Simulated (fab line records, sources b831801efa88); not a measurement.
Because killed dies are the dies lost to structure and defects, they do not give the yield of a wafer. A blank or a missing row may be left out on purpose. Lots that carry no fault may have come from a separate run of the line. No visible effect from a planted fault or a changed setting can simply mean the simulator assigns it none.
fab line records    flow gf180mcu
record lots=5  wafers=23
route steps=602 shown HV_LDD@197 NSD@244 PSD@254 SALICIDE@281 M1@317
start-h: start of the lot's first displayed wafer, in hours after the record's first day    wait-h: hours from the lot's prior step to this one    " repeats the value in the row above    L1.1+2: one row covering several wafers at once    - no value, or no start was given    * or withheld: withheld    < > ~ a bound
route shown NAME@n: a module of which the file shows steps, and the number in the route of the first    usual: average and standard deviation across the fault-free wafers    same: alike in all rows    chamber/n: place in a boat    sites: each site's reading    _std_site: their standard deviation    _edge_site: outer sites' mean less inner sites'    radius-mm: for every site, how far away it sits from the centre of the wafer    mask NAME#n: copy n    behind: the tool/chamber that last shaped the wafer    hold: why the lot went on hold/how many hours it stayed there/how the hold came to an end    device: the n, p or np transistor that did not switch    end of line: at the end of the route, the tests of the same wafers    step lacking rows: just its recipe    killed: not the wafer's yield, but the dies lost to structure and defects at the first sort    map: dies across one wafer; x = killed, . = not, _ = none there
set.NAME: the setting that was run; set.NAME@STEP: the one run at that earlier step    model.NAME: the simulator's own value behind a step, which no gauge read
lots with deliberately changed settings; one table per step, one row per wafer
## steps
# step GF_HV_LDD_IMPLANT_21
# recipe species=BF2  energy-kev=25  dose-cm2=5e+13  tilt-deg=7
lot.wafer   tool          chamber  start-h  wait-h  set.dose-cm2
L079.1+2+5  implanter-02  0        279.80   0.0     5.47e+13
L079.4+6    "             0        "        "       5e+13
L082.2+5+6  implanter-03  0        302.47   0.1     5e+13
L082.3+4    "             0        "        "       4.194e+13
L083.2+4+5  implanter-02  0        309.84   0.0     5e+13
L084.1+3    implanter-01  0        316.82   0.0     5.414e+13
L084.2+5+6  "             0        "        "       5e+13
L085.1+2+4  implanter-03  0        326.57   0.0     5.324e+13
L085.3+6    "             0        "        "       5e+13
# step GF_HV_LDD_STRIP_22
# recipe chemistry=O2/N2  power-w=1400  pressure-mtorr=1500  platen-temp-c=250  o2-flow-sccm=3000  n2-flow-sccm=300  overash-fraction=0.5
# usual strip-time-to-endpoint-s=12.612/0.027
lot.wafer  tool             chamber  start-h  wait-h  set.temp-c@HV_LDD_SOFTBAKE_15  strip-time-to-endpoint-s
L079.1     plasma-asher-03  0        279.95   0.1     91.28                          12.583
L079.2     "                1        "        "       90                             12.631
L079.4     "                1        "        "       91.28                          12.570
L079.5     "                0        "        "       91.28                          12.588
L079.6     "                1        "        "       90                             12.648
L082.2     plasma-asher-03  1        302.72   0.2     86.34                          12.761
L082.3     "                0        "        "       90                             12.674
L082.4     "                1        "        "       90                             12.603
L082.5     "                1        "        "       86.34                          12.737
L082.6     "                0        "        "       90                             12.620
L083.2     plasma-asher-02  0        309.97   0.1     90                             12.641
L083.4     "                1        "        "       90                             12.600
L083.5     "                0        "        "       90                             12.590
L084.1     plasma-asher-03  0        316.97   0.1     90                             12.617
L084.2     "                1        "        "       88.87                          12.641
L084.3     "                1        "        "       88.87                          12.617
L084.5     "                1        "        "       90                             12.603
L084.6     "                0        "        "       88.87                          12.633
L085.1     plasma-asher-02  1        326.72   0.1     90                             12.622
L085.2     "                0        "        "       90                             12.656
L085.3     "                1        "        "       90                             12.635
L085.4     "                0        "        "       90                             12.654
L085.6     "                1        "        "       90                             12.635
# step GF_HV_LDD_TW_MEAS_23
# usual HV_LDD_2_TW=1055/14
lot.wafer  tool           chamber  start-h  wait-h  set.dose-cm2@HV_LDD_IMPLANT_21  HV_LDD_2_TW
L079.1     film-metro-04  -        280.05   0.1     5.47e+13                        1094
L079.2     "              -        "        "       5.47e+13                        1092
L079.4     "              -        "        "       5e+13                           1060
L079.5     "              -        "        "       5.47e+13                        1088
L079.6     "              -        "        "       5e+13                           1060
L082.2     film-metro-02  -        302.83   0.1     5e+13                           1045
L082.3     "              -        "        "       4.194e+13                       993
L082.4     "              -        "        "       4.194e+13                       987
L082.5     "              -        "        "       5e+13                           1043
L082.6     "              -        "        "       5e+13                           1046
L083.2     film-metro-02  -        310.08   0.1     5e+13                           1040
L083.4     "              -        "        "       5e+13                           1035
L083.5     "              -        "        "       5e+13                           1037
L084.1     film-metro-02  -        317.07   0.1     5.414e+13                       1069
L084.2     "              -        "        "       5e+13                           1043
L084.3     "              -        "        "       5.414e+13                       1065
L084.5     "              -        "        "       5e+13                           1046
L084.6     "              -        "        "       5e+13                           1046
L085.1     film-metro-03  -        326.82   0.1     5.324e+13                       1090
L085.2     "              -        "        "       5.324e+13                       1090
L085.3     "              -        "        "       5e+13                           1072
L085.4     "              -        "        "       5.324e+13                       1089
L085.6     "              -        "        "       5e+13                           1073
# step GF_HV_LDD_COAT_41
# recipe resist=NOVOLAK  spin-rpm=3000  resist-thk-nm=1000
lot.wafer       tool            chamber  start-h  wait-h  set.resist-thk-nm
L079.1+2+4+5+6  litho-track-01  0        309.87   0.1     1000
L082.2+4+6      litho-track-01  0        334.19   0.1     1000
L082.3+5        "               0        "        "       970.5
L083.2+4+5      litho-track-04  0        341.66   0.1     1000
L084.1+2+3      litho-track-04  0        348.89   0.1     972.5
L084.5+6        "               0        "        "       1000
L085.1+2+3      litho-track-04  0        358.34   0.1     1000
L085.4+6        "               0        "        "       956.9
# step GF_HV_LDD_EXPOSE_43
# recipe mask-id=Pplus_HV_AREA  target-cd-nm=400  na=0.6  source-shape=conventional  sigma-outer=0.6  dose-mj=140
lot.wafer       tool              chamber  start-h  wait-h  mask             set.dose-mj
L079.1+2+4+5+6  iline-stepper-01  0        -        -       Pplus_HV_AREA#0  140
L082.2+3+4+5+6  iline-stepper-01  0        -        -       Pplus_HV_AREA#0  140
L083.2+4+5      iline-stepper-02  0        -        -       Pplus_HV_AREA#0  140
L084.1+2        iline-stepper-02  0        -        -       Pplus_HV_AREA#0  140
L084.3+5+6      "                 0        "        "       Pplus_HV_AREA#0  143.5
L085.1+2+3+4+6  iline-stepper-01  0        -        -       Pplus_HV_AREA#0  140
# step GF_HV_LDD_PEB_44
# recipe temp-c=withheld  time-s=*  resist=NOVOLAK
# step GF_HV_LDD_DEVELOP_45
# recipe develop-time-s=60  dev-temp-c=23.33
# step GF_HV_LDD_IMPLANT_48
# recipe species=B  energy-kev=25  dose-cm2=3e+13  tilt-deg=7
# step GF_HV_LDD_STRIP_49
# recipe chemistry=O2/N2  power-w=1400  pressure-mtorr=1500  platen-temp-c=250  o2-flow-sccm=3000  n2-flow-sccm=300  overash-fraction=0.5
# usual strip-time-to-endpoint-s=12.62/0.038
lot.wafer  tool             chamber  start-h  wait-h  set.resist-thk-nm@HV_LDD_COAT_41  strip-time-to-endpoint-s
L079.1     plasma-asher-01  0        321.27   0.1     1000                              12.63
L079.2     "                1        "        "       1000                              12.63
L079.4     "                0        "        "       1000                              12.65
L079.5     "                1        "        "       1000                              12.65
L079.6     "                0        "        "       1000                              12.63
L082.2     plasma-asher-03  0        345.49   0.1     1000                              12.67
L082.3     "                1        "        "       970.5                             12.33
L082.4     "                0        "        "       1000                              12.67
L082.5     "                1        "        "       970.5                             12.27
L082.6     "                0        "        "       1000                              12.66
L083.2     plasma-asher-02  0        352.59   0.1     1000                              12.57
L083.4     "                0        "        "       1000                              12.55
L083.5     "                1        "        "       1000                              12.58
L084.1     plasma-asher-01  0        360.07   0.1     972.5                             12.32
L084.2     "                1        "        "       972.5                             12.33
L084.3     "                1        "        "       972.5                             12.32
L084.5     "                0        "        "       1000                              12.63
L084.6     "                1        "        "       1000                              12.66
L085.1     plasma-asher-01  1        370.14   0.1     1000                              12.63
L085.2     "                0        "        "       1000                              12.61
L085.3     "                1        "        "       1000                              12.69
L085.4     "                0        "        "       956.9                             12.19
L085.6     "                1        "        "       956.9                             12.18
# step GF_NSD_IMPLANT_09
# recipe species=As  energy-kev=60  dose-cm2=4e+15  tilt-deg=7
lot.wafer   tool          chamber  start-h  wait-h  set.dose-cm2
L079.1+4    implanter-04  0        345.04   0.0     3.652e+15
L079.2+5+6  "             0        "        "       4e+15
L082.2+3+4  implanter-04  0        370.21   0.0     3.719e+15
L082.5+6    "             0        "        "       4e+15
L083.2+4+5  implanter-04  0        377.96   0.0     4e+15
L084.1+6    implanter-03  0        385.19   0.0     4e+15
L084.2+3+5  "             0        "        "       3.75e+15
L085.1+4+6  implanter-03  0        394.89   0.0     3.423e+15
L085.2+3    "             0        "        "       4e+15
# step GF_NSD_IMPLANT_10
# recipe species=P  energy-kev=40  dose-cm2=5e+14  tilt-deg=7
# step GF_NSD_STRIP_11
# recipe chemistry=O2/N2  power-w=1400  pressure-mtorr=1500  platen-temp-c=250  o2-flow-sccm=3000  n2-flow-sccm=300  overash-fraction=0.5
# usual strip-time-to-endpoint-s=22.95/0.033
lot.wafer  tool             chamber  start-h  wait-h  set.dose-cm2@NSD_IMPLANT_09  strip-time-to-endpoint-s
L079.1     plasma-asher-02  0        345.34   0.1     3.652e+15                    22.59
L079.2     "                1        "        "       4e+15                        22.98
L079.4     "                0        "        "       3.652e+15                    22.60
L079.5     "                1        "        "       4e+15                        23.01
L079.6     "                0        "        "       4e+15                        22.97
L082.2     plasma-asher-04  0        370.49   0.1     3.719e+15                    22.68
L082.3     "                0        "        "       3.719e+15                    22.68
L082.4     "                1        "        "       3.719e+15                    22.67
L082.5     "                0        "        "       4e+15                        22.94
L082.6     "                1        "        "       4e+15                        22.97
L083.2     plasma-asher-04  1        378.24   0.1     4e+15                        22.96
L083.4     "                1        "        "       4e+15                        22.94
L083.5     "                1        "        "       4e+15                        22.94
L084.1     plasma-asher-02  0        385.49   0.1     4e+15                        22.91
L084.2     "                1        "        "       3.75e+15                     22.70
L084.3     "                1        "        "       3.75e+15                     22.65
L084.5     "                0        "        "       3.75e+15                     22.67
L084.6     "                1        "        "       4e+15                        22.93
L085.1     plasma-asher-04  1        395.19   0.1     3.423e+15                    22.38
L085.2     "                0        "        "       4e+15                        22.98
L085.3     "                0        "        "       4e+15                        23.01
L085.4     "                1        "        "       3.423e+15                    22.40
L085.6     "                0        "        "       3.423e+15                    22.33
# step GF_PSD_DEVELOP_06
# recipe develop-time-s=60  dev-temp-c=23
lot.wafer       tool            chamber  start-h  wait-h  set.dev-temp-c
L079.1+5+6      litho-track-01  0        367.12   0.1     23
L079.2+4        "               0        "        "       25.13
L082.2+4        litho-track-02  0        392.71   0.1     25.99
L082.3+5+6      "               0        "        "       23
L083.2+4+5      litho-track-01  0        400.69   0.1     23
L084.1+5+6      litho-track-02  0        408.53   0.1     24.55
L084.2+3        "               0        "        "       23
L085.1+2+3+4+6  litho-track-02  0        418.38   0.1     23
# step GF_PSD_CD_MEAS_07
# recipe target-cd-nm=400
# usual cd-nm=400.9/2.2
lot.wafer  tool       chamber  start-h  wait-h  set.dev-temp-c@PSD_DEVELOP_06  cd-nm
L079.1     cd-sem-01  -        367.27   0.1     23                             399.0
L079.2     "          -        "        "       25.13                          392.6
L079.4     "          -        "        "       25.13                          392.4
L079.5     "          -        "        "       23                             399.2
L079.6     "          -        "        "       23                             399.4
L082.2     cd-sem-01  -        392.85   0.1     25.99                          391.0
L082.3     "          -        "        "       23                             402.1
L082.4     "          -        "        "       25.99                          390.5
L082.5     "          -        "        "       23                             402.5
L082.6     "          -        "        "       23                             401.9
L083.2     cd-sem-02  -        400.84   0.1     23                             404.5
L083.4     "          -        "        "       23                             402.5
L083.5     "          -        "        "       23                             405.1
L084.1     cd-sem-02  -        408.68   0.1     24.55                          395.3
L084.2     "          -        "        "       23                             401.2
L084.3     "          -        "        "       23                             400.1
L084.5     "          -        "        "       24.55                          396.1
L084.6     "          -        "        "       24.55                          397.3
L085.1     cd-sem-02  -        418.53   0.1     23                             400.2
L085.2     "          -        "        "       23                             402.4
L085.3     "          -        "        "       23                             399.8
L085.4     "          -        "        "       23                             399.2
L085.6     "          -        "        "       23                             398.9
# step GF_PSD_IMPLANT_09
# recipe species=BF2  energy-kev=40.42  dose-cm2=1.5e+15  tilt-deg=7
# step GF_PSD_CLEAN_12
# recipe chemistry=SC1/SC2  mix=1:4:20  temp-c=70  time-s=150  dry=n2-spin
# step GF_PSD_RTA_13
# recipe temp-c=1025  time-s=20  ambient=N2
# step GF_PSD_RS_MEAS_14
# recipe thk-meas-gauge=four-point-probe
# usual NSD_RS=46.19/0.094
lot.wafer  tool           chamber  start-h  wait-h  set.dose-cm2@NSD_IMPLANT_09  NSD_RS[ohm/sq]
L079.1     film-metro-02  -        367.87   0.1     3.652e+15                    46.82
L079.2     "              -        "        "       4e+15                        46.13
L079.4     "              -        "        "       3.652e+15                    46.72
L079.5     "              -        "        "       4e+15                        46.21
L079.6     "              -        "        "       4e+15                        46.18
L082.2     film-metro-02  -        393.45   0.1     3.719e+15                    46.71
L082.3     "              -        "        "       3.719e+15                    46.69
L082.4     "              -        "        "       3.719e+15                    46.65
L082.5     "              -        "        "       4e+15                        46.24
L082.6     "              -        "        "       4e+15                        46.22
L083.2     film-metro-01  -        401.45   0.1     4e+15                        46.21
L083.4     "              -        "        "       4e+15                        46.06
L083.5     "              -        "        "       4e+15                        46.24
L084.1     film-metro-04  -        409.28   0.1     4e+15                        46.09
L084.2     "              -        "        "       3.75e+15                     46.50
L084.3     "              -        "        "       3.75e+15                     46.42
L084.5     "              -        "        "       3.75e+15                     46.47
L084.6     "              -        "        "       4e+15                        46.08
L085.1     film-metro-02  -        419.14   0.1     3.423e+15                    47.14
L085.2     "              -        "        "       4e+15                        46.33
L085.3     "              -        "        "       4e+15                        46.30
L085.4     "              -        "        "       3.423e+15                    47.27
L085.6     "              -        "        "       3.423e+15                    47.24
# step GF_SALICIDE_SPUTTER_03
# recipe material=TiN  target-thk-nm=20  power-w=6500  time-s=16.7  chamber-pressure-pa=0.4
lot.wafer  tool            chamber  start-h  wait-h  set.power-w  model.TiN_of_SALICIDE_SPUTTER_03.thk-nm
L079.1     pvd-sputter-02  -        390.99   0.0     6928         21.18
L079.2     "               -        "        "       6500         20.2
L079.4     "               -        "        "       6928         21.39
L079.5     "               -        "        "       6928         21.22
L079.6     "               -        "        "       6500         20.03
L082.2     pvd-sputter-02  -        417.76   0.0     6500         20.14
L082.3     "               -        "        "       5999         18.6
L082.4     "               -        "        "       5999         18.43
L082.5     "               -        "        "       6500         20.35
L082.6     "               -        "        "       5999         18.53
L083.2     pvd-sputter-01  -        425.75   0.0     6500         19.8
L083.4     "               -        "        "       6500         20.18
L083.5     "               -        "        "       6500         20.08
L084.1     pvd-sputter-01  -        433.66   0.0     6500         20.01
L084.2     "               -        "        "       6500         20.03
L084.3     "               -        "        "       6043         18.17
L084.5     "               -        "        "       6500         19.46
L084.6     "               -        "        "       6043         18.6
L085.1     pvd-sputter-04  -        443.36   0.0     6141         19.14
L085.2     "               -        "        "       6141         18.82
L085.3     "               -        "        "       6500         20.31
L085.4     "               -        "        "       6500         20.02
L085.6     "               -        "        "       6500         20.12
# step GF_SALICIDE_THK_MEAS_05
# recipe thk-meas-gauge=xrf  reads=TiN_of_SALICIDE_SPUTTER_03
# usual SALICIDE_TIN_THK=20.23/0.26
lot.wafer  tool           chamber  start-h  wait-h  set.power-w@SALICIDE_SPUTTER_03  SALICIDE_TIN_THK[nm]
L079.1     film-metro-04  -        391.14   0.1     6928                             21.38
L079.2     "              -        "        "       6500                             20.49
L079.4     "              -        "        "       6928                             21.75
L079.5     "              -        "        "       6928                             21.52
L079.6     "              -        "        "       6500                             20.31
L082.2     film-metro-04  -        417.92   0.1     6500                             20.47
L082.3     "              -        "        "       5999                             18.80
L082.4     "              -        "        "       5999                             18.69
L082.5     "              -        "        "       6500                             20.72
L082.6     "              -        "        "       5999                             18.75
L083.2     film-metro-04  -        425.91   0.1     6500                             20.15
L083.4     "              -        "        "       6500                             20.47
L083.5     "              -        "        "       6500                             20.40
L084.1     film-metro-01  -        433.80   0.1     6500                             20.07
L084.2     "              -        "        "       6500                             20.08
L084.3     "              -        "        "       6043                             18.27
L084.5     "              -        "        "       6500                             19.53
L084.6     "              -        "        "       6043                             18.71
L085.1     film-metro-01  -        443.50   0.1     6141                             19.24
L085.2     "              -        "        "       6141                             18.90
L085.3     "              -        "        "       6500                             20.33
L085.4     "              -        "        "       6500                             20.16
L085.6     "              -        "        "       6500                             20.19
# step GF_M1_SPUTTER_02
# recipe material=AlCu  target-thk-nm=450  power-w=10600  time-s=23.9  chamber-pressure-pa=0.4
lot.wafer  tool            chamber  start-h  wait-h  set.chamber-pressure-pa  model.AlCu_of_M1_SPUTTER_02.thk-nm
L079.1     pvd-sputter-01  -        417.26   0.0     0.3475                   471.1
L079.2     "               -        "        "       0.3475                   472.5
L079.4     "               -        "        "       0.3475                   471.2
L079.5     "               -        "        "       0.3475                   472.6
L079.6     "               -        "        "       0.3475                   471.9
L082.2     pvd-sputter-02  -        444.08   0.0     0.4298                   442.5
L082.3     "               -        "        "       0.4298                   441.3
L082.4     "               -        "        "       0.4298                   443.7
L082.5     "               -        "        "       0.4298                   443.3
L082.6     "               -        "        "       0.4298                   437.4
L083.2     pvd-sputter-01  -        452.59   0.0     0.4                      446.7
L083.4     "               -        "        "       0.4                      446.6
L083.5     "               -        "        "       0.4                      445.6
L084.1     pvd-sputter-03  -        461.20   0.0     0.4281                   447.9
L084.2     "               -        "        "       0.4281                   443
L084.3     "               -        "        "       0.4281                   439.5
L084.5     "               -        "        "       0.4281                   442.5
L084.6     "               -        "        "       0.4281                   444.4
L085.1     pvd-sputter-02  -        470.87   0.0     0.4198                   440.5
L085.2     "               -        "        "       0.4198                   441.5
L085.3     "               -        "        "       0.4198                   446
L085.4     "               -        "        "       0.4198                   439.6
L085.6     "               -        "        "       0.4198                   443.6
# step GF_M1_SPUTTER_03
# recipe material=Ti  target-thk-nm=10  substrate-temp-c=300  chamber-pressure-pa=0.3  power-w=3000  time-s=6.7
# step GF_M1_SPUTTER_04
# recipe material=TiN  target-thk-nm=50  power-w=6500  time-s=41.7  chamber-pressure-pa=0.4
# step GF_M1_RS_MEAS_05
# recipe thk-meas-gauge=four-point-probe  reads=TiN_of_M1_SPUTTER_04+Ti_of_M1_SPUTTER_03+AlCu_of_M1_SPUTTER_02+TiN_of_M1_SPUTTER_01+Ti_of_M1_SPUTTER_00
# usual M1_ALCU_RS=0.0696/0.00066
lot.wafer  tool           chamber  start-h  wait-h  set.chamber-pressure-pa@M1_SPUTTER_02  M1_ALCU_RS[ohm/sq]
L079.1     film-metro-02  -        417.35   0.0     0.3475                                 0.0661
L079.2     "              -        "        "       0.3475                                 0.0657
L079.4     "              -        "        "       0.3475                                 0.0660
L079.5     "              -        "        "       0.3475                                 0.0658
L079.6     "              -        "        "       0.3475                                 0.0659
L082.2     film-metro-04  -        444.19   0.0     0.4298                                 0.0710
L082.3     "              -        "        "       0.4298                                 0.0713
L082.4     "              -        "        "       0.4298                                 0.0709
L082.5     "              -        "        "       0.4298                                 0.0710
L082.6     "              -        "        "       0.4298                                 0.0721
L083.2     film-metro-04  -        452.70   0.0     0.4                                    0.0700
L083.4     "              -        "        "       0.4                                    0.0701
L083.5     "              -        "        "       0.4                                    0.0702
L084.1     film-metro-04  -        461.29   0.0     0.4281                                 0.0701
L084.2     "              -        "        "       0.4281                                 0.0710
L084.3     "              -        "        "       0.4281                                 0.0715
L084.5     "              -        "        "       0.4281                                 0.0711
L084.6     "              -        "        "       0.4281                                 0.0709
L085.1     film-metro-04  -        470.96   0.0     0.4198                                 0.0712
L085.2     "              -        "        "       0.4198                                 0.0712
L085.3     "              -        "        "       0.4198                                 0.0705
L085.4     "              -        "        "       0.4198                                 0.0713
L085.6     "              -        "        "       0.4198                                 0.0708
# step GF_M1_THK_MEAS_06
# recipe thk-meas-gauge=xrf  reads=AlCu_of_M1_SPUTTER_02
# usual M1_ALCU_THK=451/5.2
lot.wafer  tool           chamber  start-h  wait-h  set.chamber-pressure-pa@M1_SPUTTER_02  M1_ALCU_THK[nm]
L079.1     film-metro-02  -        417.47   0.1     0.3475                                 472
L079.2     "              -        "        "       0.3475                                 474
L079.4     "              -        "        "       0.3475                                 473
L079.5     "              -        "        "       0.3475                                 474
L079.6     "              -        "        "       0.3475                                 472
L082.2     film-metro-04  -        444.30   0.1     0.4298                                 443
L082.3     "              -        "        "       0.4298                                 445
L082.4     "              -        "        "       0.4298                                 446
L082.5     "              -        "        "       0.4298                                 445
L082.6     "              -        "        "       0.4298                                 438
L083.2     film-metro-04  -        452.81   0.1     0.4                                    452
L083.4     "              -        "        "       0.4                                    447
L083.5     "              -        "        "       0.4                                    448
L084.1     film-metro-04  -        461.41   0.1     0.4281                                 448
L084.2     "              -        "        "       0.4281                                 444
L084.3     "              -        "        "       0.4281                                 441
L084.5     "              -        "        "       0.4281                                 445
L084.6     "              -        "        "       0.4281                                 443
L085.1     film-metro-04  -        471.08   0.1     0.4198                                 443
L085.2     "              -        "        "       0.4198                                 444
L085.3     "              -        "        "       0.4198                                 448
L085.4     "              -        "        "       0.4198                                 442
L085.6     "              -        "        "       0.4198                                 443
## key
split step=GF_HV_LDD_IMPLANT_21  setting=dose-cm2  stated=5e+13  by=wafer
response step=GF_HV_LDD_TW_MEAS_23  reading=HV_LDD_2_TW  change=+3.19  per=1%  r=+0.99
split step=GF_HV_LDD_COAT_41  setting=resist-thk-nm  stated=1000  by=wafer
response step=GF_HV_LDD_STRIP_49  reading=strip-time-to-endpoint-s  change=*  per=1%  r=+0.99
split step=GF_HV_LDD_EXPOSE_43  setting=dose-mj  stated=140  by=wafer
response none clear
split step=GF_NSD_IMPLANT_09  setting=dose-cm2  stated=4e+15  by=wafer
response step=GF_NSD_STRIP_11  reading=strip-time-to-endpoint-s  change=*  per=1%  r=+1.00
response step=GF_PSD_RS_MEAS_14  reading=NSD_RS  change=-0.0637  per=1%  r=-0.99
split step=GF_PSD_DEVELOP_06  setting=dev-temp-c  stated=23  by=wafer
response step=GF_PSD_CD_MEAS_07  reading=cd-nm  change=-0.801  per=1%  r=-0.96
split step=GF_SALICIDE_SPUTTER_03  setting=power-w  stated=6500  by=wafer
response step=GF_SALICIDE_SPUTTER_03  reading=model.TiN_of_SALICIDE_SPUTTER_03.thk-nm  change=+0.205  per=1%  r=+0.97
response step=GF_SALICIDE_THK_MEAS_05  reading=SALICIDE_TIN_THK  change=+0.208  per=1%  r=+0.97
split step=GF_M1_SPUTTER_02  setting=chamber-pressure-pa  stated=0.4  by=lot
response step=GF_M1_SPUTTER_02  reading=model.AlCu_of_M1_SPUTTER_02.thk-nm  change=-1.47  per=1%  r=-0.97
response step=GF_M1_RS_MEAS_05  reading=M1_ALCU_RS  change=+0.000258  per=1%  r=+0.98
response step=GF_M1_THK_MEAS_06  reading=M1_ALCU_THK  change=-1.45  per=1%  r=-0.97
split outside-this-file step=GF_HV_LDD_SOFTBAKE_15 setting=temp-c
# split outside-this-file: this setting was split too, and the file shows its column; the key of that split is in another file
